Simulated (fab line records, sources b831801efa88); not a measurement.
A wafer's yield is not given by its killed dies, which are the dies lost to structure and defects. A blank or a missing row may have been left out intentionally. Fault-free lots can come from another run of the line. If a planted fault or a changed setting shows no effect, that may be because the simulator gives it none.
What tool caused it?    flow sfq-line    7 lots, 21 wafers sampled, at 3 steps of a route of 325

## WHAT THE GAUGES SHOWED, per wafer
SFQ_I5_OVL_MEAS_936.
lot   measured      on          I5_OVL (nm)
L825  day 60 00:19  overlay-02  2 0 -3
L827  day 60 11:05  overlay-01  3 -2 1
L831  day 61 01:28  overlay-02  1 5 5
L837  day 68 19:49  overlay-01  -3 1 0
L843  day 70 00:37  overlay-02  -3 0 -3
L845  day 70 17:16  overlay-02  1 3 6
L847  day 71 08:59  overlay-01  -4 -2 1

## TOOL THAT RAN EACH LOT (tool first, then ch and the chambers of the sampled wafers, then the start)
lot   SFQ_TRILAYER_R5_DEP_SPUTTER_133  SFQ_TRILAYER_A5C_DEP_PECVD_142
L825  pvd-sputter-04, day 50 10:11     pecvd-02 ch 0,1, day 55 15:59
L827  pvd-sputter-04, day 50 14:03     pecvd-01 ch 0,1,2, day 55 21:59
L831  pvd-sputter-06, day 56 07:22     pecvd-02 ch 1,2, day 56 10:49
L837  pvd-sputter-03, day 63 23:38     pecvd-01 ch 0,1, day 64 19:01
L843  pvd-sputter-03, day 65 18:07     pecvd-02 ch 0,1, day 66 00:33
L845  pvd-sputter-03, day 66 15:20     pecvd-01 ch 0,1,2, day 67 09:47
L847  pvd-sputter-04, day 67 03:20     pecvd-01 ch 0,1,2, day 68 06:11
- SFQ_TRILAYER_R5_DEP_SPUTTER_133: material MoNx, target thk 40 nm, time 66.7 s.
- SFQ_TRILAYER_A5C_DEP_PECVD_142: deposits SiO2 from SiH4/N2O, time 15.556 s, target thk 70 nm.

## THE ANSWER, worked out from the rows above alone
Rule: the lots themselves supply what counts as usual. Put in order of their means at a reading, lots are off if they are a third of the lots or fewer, leave a main group of 4 or more, and stand apart from it by a gap of 3 or more times the standard deviation of the main group's means; of several such gaps the widest counts. A main group is skipped when, at the precision printed for the reading in the tables above, its means are all equal. Also off: a lot with no number at a reading for which 4 or more lots have one. Any other lot the step has rows for is counted as sound.
Nothing can be told from this: no lot is off at any reading shown.

## WHAT HAD BEEN PUT IN BY THE SIMULATOR
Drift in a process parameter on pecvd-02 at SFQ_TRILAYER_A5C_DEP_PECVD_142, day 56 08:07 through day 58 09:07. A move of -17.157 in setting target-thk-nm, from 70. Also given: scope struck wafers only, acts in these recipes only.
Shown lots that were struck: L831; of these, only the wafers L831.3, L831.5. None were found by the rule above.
